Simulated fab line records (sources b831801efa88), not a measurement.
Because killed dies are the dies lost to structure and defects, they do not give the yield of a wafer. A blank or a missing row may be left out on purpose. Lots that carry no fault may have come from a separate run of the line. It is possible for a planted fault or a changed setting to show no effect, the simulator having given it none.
What tool caused it? + flow sky130 + Sampling: 14 lots, 42 wafers, 3 of 708 route steps

== WHAT THE GAUGES SHOWED, per wafer ==
SKY_PASSIVATION_THK_MEAS_03. Usual: PASSIVATION_CVD_02_THK 541 nm, standard deviation 7.
| lot  | measured     | on            | PASSIVATION_CVD_02_THK (nm) | flag |
|------|--------------|---------------|-----------------------------|------|
| L744 | day 43 13:52 | film-metro-04 | 545 550 555                 |      |
| L745 | day 44 04:40 | film-metro-01 | 532 530 543                 |      |
| L746 | day 44 05:43 | film-metro-03 | 535 537 556                 |      |
| L749 | day 45 03:08 | film-metro-04 | 537 550 544                 |      |
| L756 | day 46 23:57 | film-metro-01 | 536 538 541                 |      |
| L757 | day 47 05:59 | film-metro-01 | 540 536 537                 |      |
| L758 | day 47 09:02 | film-metro-04 | 533 543 532                 |      |
| L760 | day 48 01:58 | film-metro-01 | 540 546 546                 |      |
| L761 | day 48 09:19 | film-metro-03 | 537 541 545                 |      |
| L764 | day 48 15:18 | film-metro-01 | 542 555 544                 |      |
| L763 | day 48 15:25 | film-metro-04 | 539 549 540                 |      |
| L765 | day 49 01:52 | film-metro-04 | 538 528 538                 |      |
| L766 | day 49 04:44 | film-metro-04 | 534 544 541                 |      |
| L767 | day 49 09:37 | film-metro-01 | 537 552 548                 |      |

== TOOL THAT RAN EACH LOT (tool first, then ch and the chambers of the sampled wafers, then the start) ==
| lot  | SKY_METAL5_SPUTTER_04        | SKY_PASSIVATION_CVD_00          |
|------|------------------------------|---------------------------------|
| L744 | pvd-sputter-01, day 42 13:58 | pecvd-03 ch 0,1,2, day 43 13:26 |
| L745 | pvd-sputter-03, day 43 04:40 | pecvd-02 ch 0,2, day 44 04:21   |
| L746 | pvd-sputter-04, day 43 05:29 | pecvd-03 ch 0,2, day 44 05:18   |
| L749 | pvd-sputter-01, day 44 03:59 | pecvd-04 ch 1,2, day 45 02:48   |
| L756 | pvd-sputter-01, day 46 02:25 | pecvd-02 ch 0,1,2, day 46 23:38 |
| L757 | pvd-sputter-04, day 46 08:31 | pecvd-04 ch 0,1,2, day 47 05:41 |
| L758 | pvd-sputter-03, day 46 11:15 | pecvd-04 ch 1,2, day 47 08:43   |
| L760 | pvd-sputter-04, day 47 06:54 | pecvd-04 ch 0,1,2, day 48 01:39 |
| L761 | pvd-sputter-03, day 47 10:53 | pecvd-04 ch 0,2, day 48 08:59   |
| L764 | pvd-sputter-03, day 47 20:06 | pecvd-02 ch 0,1,2, day 48 15:00 |
| L763 | pvd-sputter-04, day 47 20:17 | pecvd-03 ch 0,2, day 48 15:05   |
| L765 | pvd-sputter-03, day 48 07:24 | pecvd-02 ch 0,1,2, day 49 01:33 |
| L766 | pvd-sputter-03, day 48 09:35 | pecvd-03 ch 0,1,2, day 49 04:25 |
| L767 | pvd-sputter-03, day 48 15:10 | pecvd-04 ch 1,2, day 49 09:18   |
- SKY_METAL5_SPUTTER_04: material TiN, target thk 70 nm, time 58.3 s.
- SKY_PASSIVATION_CVD_00: deposits SiO2, target thk 90 nm.

== WHAT THE TOOLS THEMSELVES READ (means of the sampled wafers that have a number; where no wafer has one, the mark that the record gives instead) ==
SKY_METAL5_SPUTTER_04. Usual: throttle-valve-pct reads 30.2 % (standard deviation 1.4).
| lot  | tool           | throttle-valve-pct (%) | flag |
|------|----------------|------------------------|------|
| L744 | pvd-sputter-01 | 30.0                   |      |
| L745 | pvd-sputter-03 | 30.0                   |      |
| L746 | pvd-sputter-04 | 30.8                   |      |
| L749 | pvd-sputter-01 | 29.7                   |      |
| L756 | pvd-sputter-01 | 30.2                   |      |
| L757 | pvd-sputter-04 | 30.3                   |      |
| L758 | pvd-sputter-03 | 29.0                   |      |
| L760 | pvd-sputter-04 | 31.0                   |      |
| L761 | pvd-sputter-03 | 30.5                   |      |
| L764 | pvd-sputter-03 | 30.3                   |      |
| L763 | pvd-sputter-04 | 30.2                   |      |
| L765 | pvd-sputter-03 | 30.7                   |      |
| L766 | pvd-sputter-03 | 31.3                   |      |
| L767 | pvd-sputter-03 | 30.0                   |      |

SKY_PASSIVATION_CVD_00. Usual: heater-power-w reads 674 W (standard deviation 110).
| lot  | tool     | heater-power-w (W) | flag |
|------|----------|--------------------|------|
| L744 | pecvd-03 | 611                |      |
| L745 | pecvd-02 | 721                |      |
| L746 | pecvd-03 | 588                |      |
| L749 | pecvd-04 | 824                |      |
| L756 | pecvd-02 | 693                |      |
| L757 | pecvd-04 | 696                |      |
| L758 | pecvd-04 | 818                |      |
| L760 | pecvd-04 | 676                |      |
| L761 | pecvd-04 | 735                |      |
| L764 | pecvd-02 | 720                |      |
| L763 | pecvd-03 | 599                |      |
| L765 | pecvd-02 | 698                |      |
| L766 | pecvd-03 | 574                |      |
| L767 | pecvd-04 | 823                |      |

== THE ANSWER, worked out from the rows above alone ==
Rule: a lot counts as off when the mean over its wafers that have a number is more than 3 standard deviations away from the usual mean. A lot without any number at a reading at which 4 lots or more have one is off too. The other lots that the step has rows for count as sound. Order of review: gauges by route order, followed by the tools' own readings, for which a lot's mean as printed above is used. The first step at which some lot is off is used, and at that step the reading that is off furthest; a lot without a number counts as furthest.
Nothing can be told from this: no lot is off at any reading shown.

== WHAT THE SIMULATOR HAD PUT IN ==
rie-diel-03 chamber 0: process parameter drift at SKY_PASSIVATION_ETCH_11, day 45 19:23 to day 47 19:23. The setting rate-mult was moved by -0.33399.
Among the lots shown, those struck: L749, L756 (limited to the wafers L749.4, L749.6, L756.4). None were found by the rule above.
